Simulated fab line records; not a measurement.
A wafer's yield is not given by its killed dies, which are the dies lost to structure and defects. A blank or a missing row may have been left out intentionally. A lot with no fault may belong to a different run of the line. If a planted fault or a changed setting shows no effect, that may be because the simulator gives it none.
fab line records || flow sky130
[record] {"lots": 14, "wafers": 42, "last-day": 50}
route steps=708 shown FIELD_ISO@18 PAD_OPEN@708
lots untouched by any fault: they come from a run of this same line in which no faults occurred
start-h: hours from the record's first day to the start of the lot's first wafer shown || wait-h: how many hours have passed since the lot's step before this one || " as in the row above || L1.1+2: a single row standing in for several wafers || - either no value or no given start || * or withheld: withheld || < > ~ a bound
route shown NAME@n: NAME is a module with steps in the file, n the number in the route of the first one || usual: average and standard deviation across the fault-free wafers || same: alike in all rows || chamber/n: place in a boat || sites: the reading at each site || _std_site: the values' standard deviation || _edge_site: outer sites' mean less inner sites' || radius-mm: how far each site lies from the wafer's centre || mask NAME#n: copy n || behind: tool/chamber where the wafer was last shaped || hold: the reason the lot was held/the length of the hold in hours/how it ended || device: the transistor (n, p or np) that didn't switch || end of line: tests of these same wafers at the route's end || a step with no rows: only its recipe || killed: dies lost to structure and defects at the first sort, not the wafer's yield || map: a wafer's dies, marking killed ones x, the rest . and places with no die _
set.NAME: the setting that was run; set.NAME@STEP: the one run at that earlier step || model.NAME: the simulator's own value behind a step, which no gauge read
the route's steps for a sample of lots (tables are steps, rows are wafers)
services: when a tool's chamber went out of use (start-h, in hours from the record's first day, below 0 if earlier), for how many hours, and the reason
[[steps]]
[step SKY_FIELD_ISO_ETCH_17]
[recipe] {"target-depth-a": 3420, "mask-material": "Si3N4", "chemistry": "HBr/Cl2/O2", "target": "Si", "taper-deg": 5, "icp-w": 600, "bias-w": 150, "pressure-mtorr": 15, "HBr_flow_sccm": 150, "Cl2_flow_sccm": 40, "O2_flow_sccm": 6, "time-s": 97.7}
[usual] {"bias-w": "149.9/0.4", "drypump-motor-current-A": "5.7/0.54", "oes-product-au": "0.999/0.012", "rf-fwd-power-W": "595.9/2", "throttle-valve-pct": "25.657/0.011"}
{"lot.wafer": "L208.1", "tool": "rie-si-01", "chamber": 2, "start-h": 29.07, "wait-h": 0.1, "bias-w": 150.3, "drypump-motor-current-A": 6.0, "oes-product-au": 0.979, "rf-fwd-power-W": 597.1, "rf-hours-counter-h": 143, "throttle-valve-pct": 25.660}
{"lot.wafer": "L208.4", "tool": "rie-si-01", "chamber": 0, "start-h": 29.07, "wait-h": 0.1, "bias-w": 150.3, "drypump-motor-current-A": 5.4, "oes-product-au": 0.990, "rf-fwd-power-W": 592.5, "rf-hours-counter-h": 122, "throttle-valve-pct": 25.673}
{"lot.wafer": "L208.6", "tool": "rie-si-01", "chamber": 2, "start-h": 29.07, "wait-h": 0.1, "bias-w": 149.6, "drypump-motor-current-A": 6.0, "oes-product-au": 0.973, "rf-fwd-power-W": 594.6, "rf-hours-counter-h": "-", "throttle-valve-pct": 25.660}
{"lot.wafer": "L209.1", "tool": "rie-si-02", "chamber": 0, "start-h": 34.77, "wait-h": 0.1, "bias-w": 149.9, "drypump-motor-current-A": 5.9, "oes-product-au": 1.004, "rf-fwd-power-W": 597.2, "rf-hours-counter-h": 0, "throttle-valve-pct": 25.655}
{"lot.wafer": "L209.3", "tool": "rie-si-02", "chamber": 2, "start-h": 34.77, "wait-h": 0.1, "bias-w": 149.5, "drypump-motor-current-A": 6.3, "oes-product-au": 1.013, "rf-fwd-power-W": 597.1, "rf-hours-counter-h": 143, "throttle-valve-pct": 25.658}
{"lot.wafer": "L209.4", "tool": "rie-si-02", "chamber": 2, "start-h": 34.77, "wait-h": 0.1, "bias-w": 150.1, "drypump-motor-current-A": 6.3, "oes-product-au": 1.003, "rf-fwd-power-W": 598.8, "rf-hours-counter-h": "-", "throttle-valve-pct": 25.645}
{"lot.wafer": "L210.2", "tool": "rie-si-02", "chamber": 2, "start-h": 41.67, "wait-h": 0.1, "bias-w": 149.4, "drypump-motor-current-A": 6.3, "oes-product-au": 1.014, "rf-fwd-power-W": 598.8, "rf-hours-counter-h": 143, "throttle-valve-pct": 25.645}
{"lot.wafer": "L210.5", "tool": "rie-si-02", "chamber": 3, "start-h": 41.67, "wait-h": 0.1, "bias-w": 150.0, "drypump-motor-current-A": 5.3, "oes-product-au": 1.007, "rf-fwd-power-W": 592.9, "rf-hours-counter-h": "-", "throttle-valve-pct": 25.652}
{"lot.wafer": "L210.6", "tool": "rie-si-02", "chamber": 2, "start-h": 41.67, "wait-h": 0.1, "bias-w": 150.6, "drypump-motor-current-A": 6.3, "oes-product-au": 1.010, "rf-fwd-power-W": 597.3, "rf-hours-counter-h": "-", "throttle-valve-pct": 25.640}
{"lot.wafer": "L212.1", "tool": "rie-si-01", "chamber": 0, "start-h": 49.77, "wait-h": 0.1, "bias-w": 150.2, "drypump-motor-current-A": 5.4, "oes-product-au": 1.012, "rf-fwd-power-W": 593.9, "rf-hours-counter-h": 122, "throttle-valve-pct": 25.653}
{"lot.wafer": "L212.3", "tool": "rie-si-01", "chamber": 2, "start-h": 49.77, "wait-h": 0.1, "bias-w": 149.7, "drypump-motor-current-A": 6.0, "oes-product-au": 0.987, "rf-fwd-power-W": 599.3, "rf-hours-counter-h": 143, "throttle-valve-pct": 25.670}
{"lot.wafer": "L212.5", "tool": "rie-si-01", "chamber": 1, "start-h": 49.77, "wait-h": 0.1, "bias-w": 149.8, "drypump-motor-current-A": 4.6, "oes-product-au": 0.993, "rf-fwd-power-W": 599.0, "rf-hours-counter-h": "-", "throttle-valve-pct": 25.676}
{"lot.wafer": "L217.3", "tool": "rie-si-01", "chamber": 2, "start-h": 76.42, "wait-h": 0.0, "bias-w": 155.7, "drypump-motor-current-A": 6.0, "oes-product-au": 0.983, "rf-fwd-power-W": 599.7, "rf-hours-counter-h": 143, "throttle-valve-pct": 25.652}
{"lot.wafer": "L217.5", "tool": "rie-si-01", "chamber": 2, "start-h": 76.42, "wait-h": 0.0, "bias-w": 155.6, "drypump-motor-current-A": 6.0, "oes-product-au": 0.995, "rf-fwd-power-W": 597.8, "rf-hours-counter-h": "-", "throttle-valve-pct": 25.660}
{"lot.wafer": "L217.6", "tool": "rie-si-01", "chamber": 3, "start-h": 76.42, "wait-h": 0.0, "bias-w": 156.6, "drypump-motor-current-A": 6.3, "oes-product-au": 0.995, "rf-fwd-power-W": 592.1, "rf-hours-counter-h": "-", "throttle-valve-pct": 25.654}
{"lot.wafer": "L219.1", "tool": "rie-si-01", "chamber": 2, "start-h": 87.79, "wait-h": 0.1, "bias-w": 156.3, "drypump-motor-current-A": 6.0, "oes-product-au": 0.997, "rf-fwd-power-W": 597.3, "rf-hours-counter-h": 143, "throttle-valve-pct": 25.667}
{"lot.wafer": "L219.3", "tool": "rie-si-01", "chamber": 1, "start-h": 87.79, "wait-h": 0.1, "bias-w": 156.3, "drypump-motor-current-A": 4.6, "oes-product-au": 0.992, "rf-fwd-power-W": 595.0, "rf-hours-counter-h": 133, "throttle-valve-pct": 25.667}
{"lot.wafer": "L219.6", "tool": "rie-si-01", "chamber": 2, "start-h": 87.79, "wait-h": 0.1, "bias-w": 156.1, "drypump-motor-current-A": 6.0, "oes-product-au": 0.980, "rf-fwd-power-W": 596.1, "rf-hours-counter-h": "-", "throttle-valve-pct": 25.663}
{"lot.wafer": "L222.2", "tool": "rie-si-02", "chamber": 0, "start-h": 101.24, "wait-h": 0.1, "bias-w": 150.1, "drypump-motor-current-A": 5.8, "oes-product-au": 1.014, "rf-fwd-power-W": 595.0, "rf-hours-counter-h": 1, "throttle-valve-pct": 25.650}
{"lot.wafer": "L222.3", "tool": "rie-si-02", "chamber": 3, "start-h": 101.24, "wait-h": 0.1, "bias-w": 150.3, "drypump-motor-current-A": 5.3, "oes-product-au": 1.009, "rf-fwd-power-W": 597.9, "rf-hours-counter-h": 82, "throttle-valve-pct": 25.668}
{"lot.wafer": "L222.4", "tool": "rie-si-02", "chamber": 2, "start-h": 101.24, "wait-h": 0.1, "bias-w": 149.7, "drypump-motor-current-A": 6.3, "oes-product-au": 1.020, "rf-fwd-power-W": 593.4, "rf-hours-counter-h": 143, "throttle-valve-pct": 25.658}
{"lot.wafer": "L223.2", "tool": "rie-si-02", "chamber": 3, "start-h": 107.32, "wait-h": 0.1, "bias-w": 150.2, "drypump-motor-current-A": 5.3, "oes-product-au": 1.011, "rf-fwd-power-W": 594.6, "rf-hours-counter-h": 82, "throttle-valve-pct": 25.654}
{"lot.wafer": "L223.3", "tool": "rie-si-02", "chamber": 2, "start-h": 107.32, "wait-h": 0.1, "bias-w": 150.0, "drypump-motor-current-A": 6.3, "oes-product-au": 1.012, "rf-fwd-power-W": 598.0, "rf-hours-counter-h": 143, "throttle-valve-pct": 25.653}
{"lot.wafer": "L223.6", "tool": "rie-si-02", "chamber": 0, "start-h": 107.32, "wait-h": 0.1, "bias-w": 149.4, "drypump-motor-current-A": 5.8, "oes-product-au": 1.002, "rf-fwd-power-W": 593.5, "rf-hours-counter-h": "-", "throttle-valve-pct": 25.657}
{"lot.wafer": "L226.1", "tool": "rie-si-02", "chamber": 1, "start-h": 122.34, "wait-h": 0.1, "bias-w": 150.0, "drypump-motor-current-A": 6.0, "oes-product-au": 1.008, "rf-fwd-power-W": 595.1, "rf-hours-counter-h": 1, "throttle-valve-pct": 25.669}
{"lot.wafer": "L226.2", "tool": "rie-si-02", "chamber": 0, "start-h": 122.34, "wait-h": 0.1, "bias-w": 149.9, "drypump-motor-current-A": 5.8, "oes-product-au": 1.003, "rf-fwd-power-W": 595.2, "rf-hours-counter-h": 1, "throttle-valve-pct": 25.641}
{"lot.wafer": "L226.4", "tool": "rie-si-02", "chamber": 1, "start-h": 122.34, "wait-h": 0.1, "bias-w": 149.8, "drypump-motor-current-A": 6.0, "oes-product-au": 0.999, "rf-fwd-power-W": 592.8, "rf-hours-counter-h": "-", "throttle-valve-pct": 25.646}
{"lot.wafer": "L227.1", "tool": "rie-si-02", "chamber": 0, "start-h": 129.67, "wait-h": 0.1, "bias-w": 150.2, "drypump-motor-current-A": 5.8, "oes-product-au": 1.003, "rf-fwd-power-W": 596.8, "rf-hours-counter-h": 1, "throttle-valve-pct": 25.633}
{"lot.wafer": "L227.2", "tool": "rie-si-02", "chamber": 1, "start-h": 129.67, "wait-h": 0.1, "bias-w": 149.9, "drypump-motor-current-A": 6.0, "oes-product-au": 0.996, "rf-fwd-power-W": 596.8, "rf-hours-counter-h": 1, "throttle-valve-pct": 25.654}
{"lot.wafer": "L227.5", "tool": "rie-si-02", "chamber": 3, "start-h": 129.67, "wait-h": 0.1, "bias-w": 149.6, "drypump-motor-current-A": 5.3, "oes-product-au": 1.020, "rf-fwd-power-W": 597.9, "rf-hours-counter-h": "-", "throttle-valve-pct": 25.635}
{"lot.wafer": "L228.3", "tool": "rie-si-02", "chamber": 1, "start-h": 132.82, "wait-h": 0.0, "bias-w": 150.1, "drypump-motor-current-A": 6.0, "oes-product-au": 0.994, "rf-fwd-power-W": 594.0, "rf-hours-counter-h": 1, "throttle-valve-pct": 25.655}
{"lot.wafer": "L228.5", "tool": "rie-si-02", "chamber": 0, "start-h": 132.82, "wait-h": 0.0, "bias-w": 149.8, "drypump-motor-current-A": 5.8, "oes-product-au": 1.005, "rf-fwd-power-W": 594.5, "rf-hours-counter-h": "-", "throttle-valve-pct": 25.653}
{"lot.wafer": "L228.6", "tool": "rie-si-02", "chamber": 1, "start-h": 132.82, "wait-h": 0.0, "bias-w": 149.8, "drypump-motor-current-A": 6.0, "oes-product-au": 0.995, "rf-fwd-power-W": 594.0, "rf-hours-counter-h": "-", "throttle-valve-pct": 25.678}
{"lot.wafer": "L229.1", "tool": "rie-si-02", "chamber": 2, "start-h": 137.62, "wait-h": 0.1, "bias-w": 150.4, "drypump-motor-current-A": 6.4, "oes-product-au": 1.008, "rf-fwd-power-W": 596.7, "rf-hours-counter-h": 0, "throttle-valve-pct": 25.651}
{"lot.wafer": "L229.3", "tool": "rie-si-02", "chamber": 0, "start-h": 137.62, "wait-h": 0.1, "bias-w": 149.8, "drypump-motor-current-A": 5.8, "oes-product-au": 1.001, "rf-fwd-power-W": 597.1, "rf-hours-counter-h": 1, "throttle-valve-pct": 25.635}
{"lot.wafer": "L229.6", "tool": "rie-si-02", "chamber": 1, "start-h": 137.62, "wait-h": 0.1, "bias-w": 149.2, "drypump-motor-current-A": 6.0, "oes-product-au": 0.995, "rf-fwd-power-W": 594.9, "rf-hours-counter-h": "-", "throttle-valve-pct": 25.647}
{"lot.wafer": "L230.1", "tool": "rie-si-01", "chamber": 0, "start-h": 143.92, "wait-h": 0.1, "bias-w": 149.9, "drypump-motor-current-A": 5.4, "oes-product-au": 1.006, "rf-fwd-power-W": 597.9, "rf-hours-counter-h": 123, "throttle-valve-pct": 25.635}
{"lot.wafer": "L230.2", "tool": "rie-si-01", "chamber": 2, "start-h": 143.92, "wait-h": 0.1, "bias-w": 149.4, "drypump-motor-current-A": 6.0, "oes-product-au": 0.991, "rf-fwd-power-W": 592.9, "rf-hours-counter-h": 0, "throttle-valve-pct": 25.644}
{"lot.wafer": "L230.4", "tool": "rie-si-01", "chamber": 3, "start-h": 143.92, "wait-h": 0.1, "bias-w": 149.9, "drypump-motor-current-A": 6.3, "oes-product-au": 0.986, "rf-fwd-power-W": 597.4, "rf-hours-counter-h": 36, "throttle-valve-pct": 25.667}
{"lot.wafer": "L231.1", "tool": "rie-si-01", "chamber": 0, "start-h": 149.84, "wait-h": 0.1, "bias-w": 149.7, "drypump-motor-current-A": 5.4, "oes-product-au": 1.006, "rf-fwd-power-W": 598.0, "rf-hours-counter-h": 123, "throttle-valve-pct": 25.658}
{"lot.wafer": "L231.2", "tool": "rie-si-01", "chamber": 3, "start-h": 149.84, "wait-h": 0.1, "bias-w": 150.2, "drypump-motor-current-A": 6.3, "oes-product-au": 0.988, "rf-fwd-power-W": 594.6, "rf-hours-counter-h": 36, "throttle-valve-pct": 25.641}
{"lot.wafer": "L231.4", "tool": "rie-si-01", "chamber": 1, "start-h": 149.84, "wait-h": 0.1, "bias-w": 150.0, "drypump-motor-current-A": 4.6, "oes-product-au": 0.997, "rf-fwd-power-W": 596.6, "rf-hours-counter-h": 133, "throttle-valve-pct": 25.651}
[step SKY_PAD_OPEN_PROBE_99]
[usual] {"killed_at_M0_to_M3": "44/7.2", "killed_at_M4_up": "3.4/2.1", "killed-at-contacts": "24/5.5", "killed-at-front-end": "15/4.6", "killed-at-other": "0.4/0.64", "killed-dies": "86/9.1", "killed-open": "47/7.5", "killed-short": "39/5.8"}
[same] {"gross-dies": 492, "killed-at-back-side": 0}
{"lot.wafer": "L210.2", "tool": "prober-01", "chamber": "-", "start-h": 1089.73, "wait-h": 0.1, "killed_at_M0_to_M3": 43, "killed_at_M4_up": 5, "killed-at-contacts": 24, "killed-at-front-end": 12, "killed-at-other": 0, "killed-dies": 84, "killed-open": 49, "killed-short": 35}
{"lot.wafer": "L210.5", "tool": "prober-01", "chamber": "-", "start-h": 1089.88, "wait-h": 0.2, "killed_at_M0_to_M3": 35, "killed_at_M4_up": 5, "killed-at-contacts": 23, "killed-at-front-end": 13, "killed-at-other": 0, "killed-dies": 76, "killed-open": 37, "killed-short": 39}
{"lot.wafer": "L210.6", "tool": "prober-01", "chamber": "-", "start-h": 1089.93, "wait-h": 0.2, "killed_at_M0_to_M3": 49, "killed_at_M4_up": 4, "killed-at-contacts": 29, "killed-at-front-end": 13, "killed-at-other": 0, "killed-dies": 95, "killed-open": 53, "killed-short": 42}
{"lot.wafer": "L217.3", "tool": "prober-02", "chamber": "-", "start-h": 1128.86, "wait-h": 0.2, "killed_at_M0_to_M3": 46, "killed_at_M4_up": 6, "killed-at-contacts": 37, "killed-at-front-end": 19, "killed-at-other": 0, "killed-dies": 108, "killed-open": 60, "killed-short": 48}
{"lot.wafer": "L217.5", "tool": "prober-02", "chamber": "-", "start-h": 1128.96, "wait-h": 0.2, "killed_at_M0_to_M3": 41, "killed_at_M4_up": 7, "killed-at-contacts": 35, "killed-at-front-end": 18, "killed-at-other": 1, "killed-dies": 102, "killed-open": 62, "killed-short": 39}
{"lot.wafer": "L217.6", "tool": "prober-02", "chamber": "-", "start-h": 1129.01, "wait-h": 0.2, "killed_at_M0_to_M3": 60, "killed_at_M4_up": 2, "killed-at-contacts": 21, "killed-at-front-end": 9, "killed-at-other": 2, "killed-dies": 94, "killed-open": 54, "killed-short": 39}
{"lot.wafer": "L219.1", "tool": "prober-02", "chamber": "-", "start-h": 1144.22, "wait-h": 0.1, "killed_at_M0_to_M3": 39, "killed_at_M4_up": 3, "killed-at-contacts": 17, "killed-at-front-end": 13, "killed-at-other": 0, "killed-dies": 72, "killed-open": 38, "killed-short": 34}
{"lot.wafer": "L219.3", "tool": "prober-02", "chamber": "-", "start-h": 1144.32, "wait-h": 0.2, "killed_at_M0_to_M3": 45, "killed_at_M4_up": 2, "killed-at-contacts": 23, "killed-at-front-end": 8, "killed-at-other": 1, "killed-dies": 79, "killed-open": 45, "killed-short": 34}
{"lot.wafer": "L219.6", "tool": "prober-02", "chamber": "-", "start-h": 1144.47, "wait-h": 0.2, "killed_at_M0_to_M3": 49, "killed_at_M4_up": 2, "killed-at-contacts": 23, "killed-at-front-end": 15, "killed-at-other": 0, "killed-dies": 89, "killed-open": 43, "killed-short": 46}
// killed by level:class
L210.2 VIA1:geometric-particle:open=14 VIA3:geometric-particle:open=8 CONTACT:geometric-particle:open=6 VIA2:geometric-particle:open=6 VIA1:geometric-particle:short=5 METAL4:geometric-particle:short=5 VIA3:geometric-particle:short=5 FIELD_ISO:geometric-particle:open=4
L210.5 CONTACT:geometric-particle:open=9 VIA1:geometric-particle:open=8 METAL1:geometric-particle:short=8 VIA3:geometric-particle:open=6 POLY_GATE:geometric-particle:short=5 LI_CONTACT:geometric-particle:open=5 METAL2:geometric-particle:short=5 LOCAL_INTERCONNECT:geometric-particle:short=4
L210.6 VIA3:geometric-particle:open=12 LI_CONTACT:geometric-particle:open=11 CONTACT:geometric-particle:open=8 VIA1:geometric-particle:open=8 LOCAL_INTERCONNECT:geometric-particle:short=6 VIA1:geometric-particle:short=6 VIA2:geometric-particle:open=6 FIELD_ISO:geometric-particle:short=4
L217.3 VIA1:geometric-particle:open=17 CONTACT:geometric-particle:open=16 CONTACT:geometric-particle:short=9 VIA1:geometric-particle:short=8 VIA2:geometric-particle:open=6 POLY_GATE:geometric-particle:short=5 LOCAL_INTERCONNECT:geometric-particle:short=5 VIA3:geometric-particle:open=4
L217.5 CONTACT:geometric-particle:open=17 VIA1:geometric-particle:open=14 VIA3:geometric-particle:open=10 CONTACT:geometric-particle:short=9 SPACER:geometric-particle:open=6 METAL4:geometric-particle:short=6 LOCAL_INTERCONNECT:geometric-particle:short=5 VIA3:geometric-particle:short=4
L217.6 VIA1:geometric-particle:open=17 VIA3:geometric-particle:short=8 VIA3:geometric-particle:open=7 LI_CONTACT:geometric-particle:open=7 CONTACT:geometric-particle:open=7 VIA1:geometric-particle:short=6 METAL2:geometric-particle:short=5 VIA2:geometric-particle:open=4
L219.1 VIA3:geometric-particle:open=9 LI_CONTACT:geometric-particle:open=6 CONTACT:geometric-particle:short=6 VIA1:geometric-particle:open=5 VIA2:geometric-particle:open=5 POLY_GATE:geometric-particle:short=4 METAL1:geometric-particle:short=4 POLY_GATE:geometric-particle:open=3
L219.3 VIA1:geometric-particle:open=13 LI_CONTACT:geometric-particle:open=8 VIA3:geometric-particle:open=6 CONTACT:geometric-particle:open=6 METAL1:geometric-particle:short=6 FIELD_ISO:geometric-particle:short=4 VIA1:geometric-particle:short=4 METAL2:geometric-particle:short=4
L219.6 VIA1:geometric-particle:open=12 METAL1:geometric-particle:short=9 LI_CONTACT:geometric-particle:open=8 VIA2:geometric-particle:open=8 FIELD_ISO:geometric-particle:open=5 LI_CONTACT:geometric-particle:short=5 VIA1:geometric-particle:short=4 LOCAL_INTERCONNECT:geometric-particle:short=4
[[services]]
{"tool": "rie-si-02", "chamber": 0, "start-h": 8.72, "hours": "-", "kind": "clean"}
{"tool": "rie-si-02", "chamber": 0, "start-h": 8.72, "hours": 13.6, "kind": "scheduled-down"}
{"tool": "rie-si-02", "chamber": 0, "start-h": 8.72, "hours": 13.6, "kind": "vent-cycle"}
{"tool": "rie-si-02", "chamber": 1, "start-h": 25.15, "hours": "-", "kind": "clean"}
{"tool": "rie-si-02", "chamber": 1, "start-h": 25.15, "hours": 15.7, "kind": "scheduled-down"}
{"tool": "rie-si-02", "chamber": 1, "start-h": 25.15, "hours": 15.7, "kind": "vent-cycle"}
{"tool": "rie-si-01", "chamber": 0, "start-h": 89.62, "hours": 7.9, "kind": "repair"}
{"tool": "rie-si-02", "chamber": 2, "start-h": 110.48, "hours": "-", "kind": "clean"}
{"tool": "rie-si-02", "chamber": 2, "start-h": 110.48, "hours": 23.8, "kind": "scheduled-down"}
{"tool": "rie-si-02", "chamber": 2, "start-h": 110.48, "hours": 23.8, "kind": "vent-cycle"}
{"tool": "rie-si-01", "chamber": 2, "start-h": 110.51, "hours": "-", "kind": "clean"}
{"tool": "rie-si-01", "chamber": 2, "start-h": 110.51, "hours": 19.4, "kind": "scheduled-down"}
{"tool": "rie-si-01", "chamber": 2, "start-h": 110.51, "hours": 19.4, "kind": "vent-cycle"}
[[key]]
[first-sign] {"step": "SKY_FIELD_ISO_ETCH_17", "reading": "bias-w", "direction": "up", "sigmas": 15, "usual": 149.9, "struck": 156.1}
effect none on later readings
met-at SKY_FIELD_ISO_ETCH_17
struck-lots L217,L219
tester-left-out L217,L219
onset-between 49.77 76.42
[fault] {"kind": "process-parameter-drift", "tool": "rie-si-01", "chamber": "-", "onset-h": 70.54, "steps": "SKY_FIELD_ISO_ETCH_17", "channel": "bias-w", "offset": 6.1382, "shape": "step", "end-h": 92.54, "acts-in": "these-recipes-only", "stated": 150}
// tester-left-out: of these lots the tester's yield and bins aren't shown, on N5 and GAA mostly nor the transistor test; their killed dies are dies lost to structure and defects alone, not to doping, threshold or leakage, so they don't give the yield
